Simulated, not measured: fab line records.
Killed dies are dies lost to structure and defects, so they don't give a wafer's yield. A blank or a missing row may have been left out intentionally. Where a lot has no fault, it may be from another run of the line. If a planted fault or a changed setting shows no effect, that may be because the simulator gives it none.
The tool behind it: which one? | flow gf180mcu | Sampling: 13 lots, 39 wafers, 6 of 602 route steps

WHAT THE GAUGES READ, wafer by wafer
GF_HV_LDD_TW_MEAS_38. Usual: for HV_LDD_3_TW the level is 1438 and the standard deviation is 9.
lot  | measured     | on           | HV_LDD_3_TW    | flag
L678 | day 11 20:42 | filmMetro-02 | 1447 1448 1450 | 
L679 | day 12 07:17 | filmMetro-01 | 1424 1418 1416 | 
L681 | day 12 21:53 | filmMetro-01 | 1415 1419 1424 | 
L682 | day 13 08:26 | filmMetro-01 | 1414 1424 1426 | 
L683 | day 13 14:44 | filmMetro-02 | 1429 1434 1432 | 
L684 | day 14 02:17 | filmMetro-03 | 1451 1437 1445 | 
L685 | day 14 09:29 | filmMetro-03 | 1546 1549 1550 | OFF
L695 | day 17 11:41 | filmMetro-03 | 1553 1548 1552 | OFF
L696 | day 17 17:00 | filmMetro-02 | 1436 1436 1442 | 
L697 | day 18 04:58 | filmMetro-03 | 1435 1442 1442 | 
L698 | day 18 10:46 | filmMetro-03 | 1440 1441 1447 | 
L699 | day 18 21:56 | filmMetro-03 | 1437 1434 1436 | 
L700 | day 19 02:04 | filmMetro-03 | 1441 1439 1444 | 

GF_HV_LDD_RS_MEAS_53: the measuring method here is four-point-probe. Usual: for HV_LDD_RS the level is 417.5 ohm/sq and the standard deviation is 0.96.
lot  | measured     | on           | HV_LDD_RS (ohm/sq) | flag
L678 | day 12 16:05 | filmMetro-01 | 417.4 417.9 417.8  | 
L679 | day 13 03:25 | filmMetro-02 | 417.9 417.1 418.0  | 
L681 | day 13 18:02 | filmMetro-01 | 417.5 417.9 418.4  | 
L682 | day 14 05:13 | filmMetro-01 | 418.7 419.4 417.7  | 
L683 | day 14 11:57 | filmMetro-02 | 417.2 418.0 416.9  | 
L684 | day 15 00:04 | filmMetro-01 | 417.7 418.3 417.1  | 
L685 | day 15 07:05 | filmMetro-01 | 398.4 399.5 398.6  | OFF
L695 | day 18 11:25 | filmMetro-02 | 400.3 400.0 399.9  | OFF
L696 | day 18 16:28 | filmMetro-03 | 417.3 416.8 417.5  | 
L697 | day 19 05:12 | filmMetro-03 | 416.9 417.0 416.8  | 
L698 | day 19 11:31 | filmMetro-02 | 417.7 417.3 418.3  | 
L699 | day 19 22:34 | filmMetro-02 | 416.0 416.3 416.4  | 
L700 | day 20 02:53 | filmMetro-02 | 418.1 417.6 417.0  | 

GF_V1_RS_MEAS_24: the measuring method here is four-point-probe. Usual: for V1_W_RS the level is 0.328 ohm/sq and the standard deviation is 0.0054.
lot  | measured     | on           | V1_W_RS (ohm/sq)  | flag
L678 | day 18 11:15 | filmMetro-04 | 0.321 0.324 0.331 | 
L679 | day 19 00:59 | filmMetro-03 | 0.326 0.324 0.333 | 
L681 | day 19 18:28 | filmMetro-02 | 0.334 0.335 0.331 | 
L682 | day 20 06:48 | filmMetro-04 | 0.327 0.323 0.333 | 
L683 | day 20 14:21 | filmMetro-04 | 0.335 0.330 0.331 | 
L684 | day 21 08:00 | filmMetro-03 | 0.322 0.331 0.325 | 
L685 | day 21 12:25 | filmMetro-03 | 0.325 0.322 0.328 | 
L695 | day 24 18:56 | filmMetro-04 | 0.321 0.321 0.321 | 
L696 | day 24 23:11 | filmMetro-04 | 0.318 0.321 0.316 | 
L697 | day 25 10:27 | filmMetro-04 | 0.327 0.332 0.329 | 
L698 | day 25 16:40 | filmMetro-03 | 0.324 0.320 0.323 | 
L699 | day 26 00:31 | filmMetro-03 | 0.325 0.329 0.327 | 
L700 | day 26 05:46 | filmMetro-04 | 0.331 0.332 0.331 | 

GF_M2_OVL_MEAS_15. Usual: for M2_OVL the level is -2 nm and the standard deviation is 5.5.
lot  | measured     | on         | M2_OVL (nm) | flag
L678 | day 19 12:19 | overlay-01 | -10 -5 0    | 
L679 | day 20 02:04 | overlay-01 | 1 -3 0      | 
L681 | day 20 19:43 | overlay-02 | -3 0 -4     | 
L682 | day 21 07:25 | overlay-01 | -10 -5 -14  | 
L683 | day 21 14:55 | overlay-02 | 1 -1 6      | 
L684 | day 22 08:11 | overlay-01 | -8 -3 -5    | 
L685 | day 22 13:24 | overlay-01 | -15 -14 -1  | 
L695 | day 25 17:07 | overlay-01 | -11 -6 -5   | 
L696 | day 25 21:02 | overlay-02 | 0 12 7      | 
L697 | day 26 08:50 | overlay-01 | -1 -1 -4    | 
L698 | day 26 14:58 | overlay-01 | -1 5 3      | 
L699 | day 26 21:35 | overlay-02 | 1 -4 -2     | 
L700 | day 27 02:40 | overlay-01 | -3 -6 -6    | 

EACH LOT AND THE TOOL THAT RAN IT (in order: tool; ch and the chambers of the sampled wafers; start)
lot  | GF_HV_LDD_IMPLANT_34            | GF_V1_ETCH_17
L678 | implanter-04 ch 0, day 11 20:09 | rieDiel-02 ch 1,2,3, day 18 11:15 or earlier
L679 | implanter-01 ch 0, day 12 06:45 | rieDiel-04 ch 0,2,3, day 19 00:59 or earlier
L681 | implanter-01 ch 0, day 12 21:22 | rieDiel-03 ch 0,2,3, day 19 18:28 or earlier
L682 | implanter-01 ch 0, day 13 07:55 | rieDiel-03 ch 0,2,3, day 20 06:48 or earlier
L683 | implanter-02 ch 0, day 13 14:12 | rieDiel-02 ch 0,2, day 20 14:21 or earlier
L684 | implanter-01 ch 0, day 14 01:45 | rieDiel-03 ch 0,1,2, day 21 08:00 or earlier
L685 | implanter-04 ch 0, day 14 08:36 | rieDiel-04 ch 0,1, day 21 12:25 or earlier
L695 | implanter-01 ch 0, day 17 10:45 | rieDiel-02 ch 0,1, day 24 18:56 or earlier
L696 | implanter-04 ch 0, day 17 16:28 | rieDiel-03 ch 2,3, day 24 23:11 or earlier
L697 | implanter-01 ch 0, day 18 04:25 | rieDiel-03 ch 1,2,3, day 25 10:27 or earlier
L698 | implanter-01 ch 0, day 18 10:14 | rieDiel-02 ch 2,3, day 25 16:40 or earlier
L699 | implanter-04 ch 0, day 18 21:23 | rieDiel-02 ch 0,1,3, day 26 00:31 or earlier
L700 | implanter-02 ch 0, day 19 01:28 | rieDiel-03 ch 0,2,3, day 26 05:46 or earlier
- GF_HV_LDD_IMPLANT_34
- GF_V1_ETCH_17: etches SiO2 in C4F8/O2/Ar, stops on TiN, target depth 630 nm.

WHAT THE TOOLS THEMSELVES READ (means of the sampled wafers that have a number; where no wafer has one, the mark that the record gives instead)
GF_V1_ETCH_17. Usual: oesProductAu at 0.855 a.u., with a standard deviation of 0.0043.
lot  | tool       | oesProductAu (a.u.) | flag
L678 | rieDiel-02 | 0.854               | 
L679 | rieDiel-04 | 0.854               | 
L681 | rieDiel-03 | 0.856               | 
L682 | rieDiel-03 | 0.856               | 
L683 | rieDiel-02 | 0.851               | 
L684 | rieDiel-03 | 0.858               | 
L685 | rieDiel-04 | 0.853               | 
L695 | rieDiel-02 | 0.854               | 
L696 | rieDiel-03 | 0.857               | 
L697 | rieDiel-03 | 0.855               | 
L698 | rieDiel-02 | 0.858               | 
L699 | rieDiel-02 | 0.851               | 
L700 | rieDiel-03 | 0.852               | 

THE ANSWER, worked out from the rows above alone
Rule: lot off if the mean of its wafers having a number is beyond 3 standard deviations from the usual mean. A lot without any number at a reading at which 4 lots or more have one is off too. Any other lot the step has rows for is counted as sound. After the gauges, taken in route order, come the tools' own readings; for these a lot's mean is taken, as printed above. At the first step where some lot is off, the reading lying furthest off is the one used; lots without a number count as furthest.
Off: L685, L695, seen at GF_HV_LDD_TW_MEAS_38 (HV_LDD_3_TW).
A tool fits if, at a process step before that reading, it ran every lot that is off, and no sound lot after the first of them. Not tried: the gauges at GF_HV_LDD_TW_MEAS_38; whatever is off there is also off at GF_HV_LDD_RS_MEAS_53, on other tools, and gauge error can't account for it. No candidate that was tried fits.

WHAT THE SIMULATOR PUT IN
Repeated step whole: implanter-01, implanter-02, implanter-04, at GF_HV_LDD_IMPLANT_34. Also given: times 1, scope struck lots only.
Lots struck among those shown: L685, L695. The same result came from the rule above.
